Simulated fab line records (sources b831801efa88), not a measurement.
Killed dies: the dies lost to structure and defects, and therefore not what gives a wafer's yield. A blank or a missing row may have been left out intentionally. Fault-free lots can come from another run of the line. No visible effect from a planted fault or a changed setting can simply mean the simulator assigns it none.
One fault through the eyes of 2 desks :: flow sky130 :: each desk has only its own numbers; what lay behind them comes last

THE METROLOGY DESK
What the gauges read, lot by lot, whatever tool the lot ran on: means of the sampled wafers that have a number. The brackets show how far a lot's mean lies from the usual mean; more than 4 standard deviations puts the lot out of limits, marked OUT.
Columns: A = POLY_GATE_CVD_03_THK at SKY_POLY_GATE_THK_MEAS_04, usual 75.1 nm
lot: L474
first seen here: day 14 22:22
A: 75.4

lot: L477
first seen here: day 16 10:20
A: 76.2

lot: L483
first seen here: day 18 05:07
A: 74.5

lot: L482
first seen here: day 18 06:28
A: 75.2

lot: L484
first seen here: day 19 05:49
A: 75.3

lot: L486
first seen here: day 19 15:40
A: 75.7

lot: L487
first seen here: day 20 02:12
A: 73.8

lot: L488
first seen here: day 20 06:23
A: 74.6

lot: L489
first seen here: day 20 19:29
A: 75.2

lot: L490
first seen here: day 21 06:04
A: 75.4

lot: L492
first seen here: day 21 13:02
A: 75.3

lot: L494
first seen here: day 22 09:02
A: 75.1
This desk's verdict: no lot among the 12 shows anything out of limits.

TOOL OWNER'S DESK, implanter-03
The tool's own readings at SKY_LDD_N_IMPLANT_14, given as means over the sampled wafers that have a number, one for each lot that went through this tool. The brackets show how far a lot's mean lies from the usual mean; more than 4 standard deviations puts the lot out of limits, marked OUT.
Columns: A = tilt-deg at SKY_LDD_N_IMPLANT_14, usual 30.001 degrees
lot: L474
first seen here: day 17 10:08
A: 30.009

lot: L477
first seen here: day 19 02:44
A: 30.023

lot: L484
first seen here: day 22 00:12
A: 30.009

lot: L486
first seen here: day 22 09:30
A: 30.008

lot: L489
first seen here: day 23 12:16
A: -0.014 (-99 or more) OUT

lot: L490
first seen here: day 23 23:05
A: -0.006 (-99 or more) OUT
Finding of this desk: L489, L490 out of limits; the first was L489 at day 23 12:16, on tilt-deg at SKY_LDD_N_IMPLANT_14. In limits: L474, L477, L484, L486.

PUT TOGETHER
On L489, L490, at day 23 12:16, an alarm was possible from the tool owner's desk.
Metrology desk: nothing out of limits seen.
The metrology desk has L489, L490 on record, within its limits.
All the named lots went through SKY_LDD_N_IMPLANT_14 on implanter-03.

WHAT THE SIMULATOR PUT IN
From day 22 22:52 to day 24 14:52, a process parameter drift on implanter-03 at SKY_LDD_N_IMPLANT_14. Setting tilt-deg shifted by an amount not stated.
Lots struck among those shown: L489, L490.
Each desk's first reading out of limits, in hours after the fault started: the tool owner's desk, 13.
